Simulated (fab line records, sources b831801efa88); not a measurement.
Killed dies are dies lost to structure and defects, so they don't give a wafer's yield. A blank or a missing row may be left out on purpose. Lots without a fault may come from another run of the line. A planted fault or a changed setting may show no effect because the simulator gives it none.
Which tool did it? | flow sky130 | 6 lots, 18 wafers sampled, at 3 steps of a route of 708

WHAT THE GAUGES READ, wafer by wafer
SKY_VT_ADJUST_LVTN_TW_MEAS_21.
lot  | measured     | on            | VT_ADJUST_LVTN_2_TW
L233 | day 8 17:59  | film_metro-02 | 188.9 190.0 190.2
L235 | day 9 11:09  | film_metro-02 | 189.2 189.5 189.3
L237 | day 10 00:59 | film_metro-03 | 187.0 186.3 186.5
L241 | day 11 03:41 | film_metro-04 | 186.8 188.9 188.0
L248 | day 13 04:26 | film_metro-02 | 190.0 189.4 188.6
L252 | day 14 04:19 | film_metro-04 | 186.3 185.1 185.8

WHICH TOOL RAN EACH LOT (tool, then ch and the chambers of the sampled wafers, then the start)
lot  | SKY_FIELD_ISO_ETCH_17           | SKY_VT_ADJUST_LVTN_IMPLANT_19
L233 | rie_si-01 ch 1,2,3, day 3 01:13 | implanter-02 ch 0, day 8 17:45
L235 | rie_si-01 ch 1,2,3, day 3 13:25 | implanter-01 ch 0, day 9 10:54
L237 | rie_si-01 ch 0,2,3, day 4 01:44 | implanter-02 ch 0, day 10 00:45
L241 | rie_si-01 ch 0,1,3, day 4 20:50 | implanter-04 ch 0, day 11 03:28
L248 | rie_si-01 ch 0,1,3, day 6 08:55 | implanter-04 ch 0, day 13 04:12
L252 | rie_si-02 ch 0,1,3, day 7 05:41 | implanter-04 ch 0, day 14 04:04
- SKY_FIELD_ISO_ETCH_17: etches Si in HBr/Cl2/O2, target depth 342 nm, time 97.7 s.
- SKY_VT_ADJUST_LVTN_IMPLANT_19

THE ANSWER, worked out from the rows above alone
Rule: what is usual is taken from the lots themselves. Put in order of their means at a reading, lots are off if they are a third of the lots or fewer, leave a main group of 4 or more, and stand apart from it by a gap of 3 or more times the standard deviation of the main group's means; of several such gaps the widest counts. A main group whose means are all the same, to the digits that the tables above print for the reading, isn't used. A lot without any number at a reading at which 4 lots or more have one is off too. The other lots that the step has rows for count as sound.
No lot is off at any reading shown: from this, nothing can be told.

WHAT THE SIMULATOR HAD PUT IN
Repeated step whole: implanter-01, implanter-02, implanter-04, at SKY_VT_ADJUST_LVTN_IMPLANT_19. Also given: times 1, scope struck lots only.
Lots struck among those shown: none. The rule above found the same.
